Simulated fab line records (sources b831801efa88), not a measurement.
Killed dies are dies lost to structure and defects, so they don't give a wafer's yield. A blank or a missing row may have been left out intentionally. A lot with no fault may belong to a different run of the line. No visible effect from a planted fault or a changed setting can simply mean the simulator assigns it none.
8D (eight disciplines) problem report, filled in by code	flow gf180mcu	the parts of the form that need people (team, actions taken, sign-off) are left out

## 1. PROBLEM STATEMENT
V3_CVD_02_THK at GF_V3_THK_MEAS_03 reads a mean of 598 nm on 4 wafers of 3 lots; wafers without a fault read 851 nm with a standard deviation of 13. That is -20 standard deviations from the usual mean.
First observed at day 26 12:57: wafer L305.3, on film_metro-04. Wafers with a number at this step in the record: 33, from 11 lots. By rule, "out" or "out of limits" means more than 4 standard deviations away from the usual mean. The other wafers with a number count as sound.

## 2. WHAT THIS IS AND IS NOT
question	is	is not
which readings at this step	V3_CVD_02_THK	-
which lots	L305, L306, L308	L292, L294, L296, L298, L301, L302, L303, L304
which wafers of those lots	L305.3, L306.2, L308.2, L308.6	L305.2, L305.6, L306.3, L306.6, L308.5
read on which gauges	film_metro-01, film_metro-04	film_metro-02
when	from day 26 12:57	up to then (26 sound wafers); but 3 sound wafers of L306, L308 came after

## 3. THE SUSPECTS, EACH WITH WHAT RULES IT OUT
Counting: a tool at a process step up to the reading stays a suspect if it ran every lot that is out. Sound lots after the first of them don't rule it out here, since some wafers of a struck lot are sound.
- the gauge at GF_V3_THK_MEAS_03 has been ruled out. 2 gauges (film_metro-01, film_metro-04) read the wafers that are out.
- pecvd-03 at GF_V3_CVD_02 (deposits SiO2 from TEOS, target thk 850 nm, time 94.851 s): kept. It ran every lot that is out, first L305 (day 26 12:52); its last sound lot up to then is L304 (day 25 23:52). Its own readings are out on those wafers: run_length_s.
- The sound lot-mates ran in chamber 2 of pecvd-03 at GF_V3_CVD_02, but the wafers that are out ran in chamber 0.
After counting, what remains is pecvd-03 at GF_V3_CVD_02.

## 4. THE CAUSE (what the simulator had put in)
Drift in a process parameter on pecvd-03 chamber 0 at GF_V3_CVD_02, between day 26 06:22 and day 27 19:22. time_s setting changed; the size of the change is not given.
Only this tool survived the counting.

## 5. THE CHAIN OF EFFECTS, in route order
Each row: a reading whose mean over the struck wafers that have a number lies more than 3 standard deviations from the usual. Scope: only readings with a usual standard deviation given in the record; hours: median across lots of the time from each lot's start at the first step in this table that gives one to its start at this step; sigmas: change in usual standard deviations.
hours	step	reading	usual	on struck wafers	change	sigmas
0	GF_V3_CVD_02	run_length_s	122.5 s	94.8	-27.7	-41
0	GF_V3_THK_MEAS_03	V3_CVD_02_THK	851 nm	598	-254	-20
3	GF_V3_CMP_04	time_to_endpoint_s	79 s	46	-33	-5.3
-	GF_V3_ETCH_17	oes_product_au	0.860 a.u.	0.829	-0.031	-6.9
Its process steps:
- GF_V3_CVD_02: deposits SiO2 from TEOS, target thk 850 nm, time 94.851 s.
- GF_V3_CMP_04: polishes SiO2.
- GF_V3_ETCH_17: etches SiO2 in C4F8/O2/Ar, stops on TiN, target depth 635 nm.

## 6. HOW IT WOULD HAVE BEEN CAUGHT EARLIER
The first out-of-limits reading at a measuring or inspecting step in this record came at day 26 12:57, 7 hours after the fault's start at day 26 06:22.
The tool's own readings at GF_V3_CVD_02 were out on every struck wafer that the step has a row for (run_length_s): an alarm limit on them would have fired on the first of those.
Of the lots that are out (3), L306, L308 began GF_V3_CVD_02 on pecvd-03 after day 26 12:57. A hold on the tool at that time would have spared those 2.
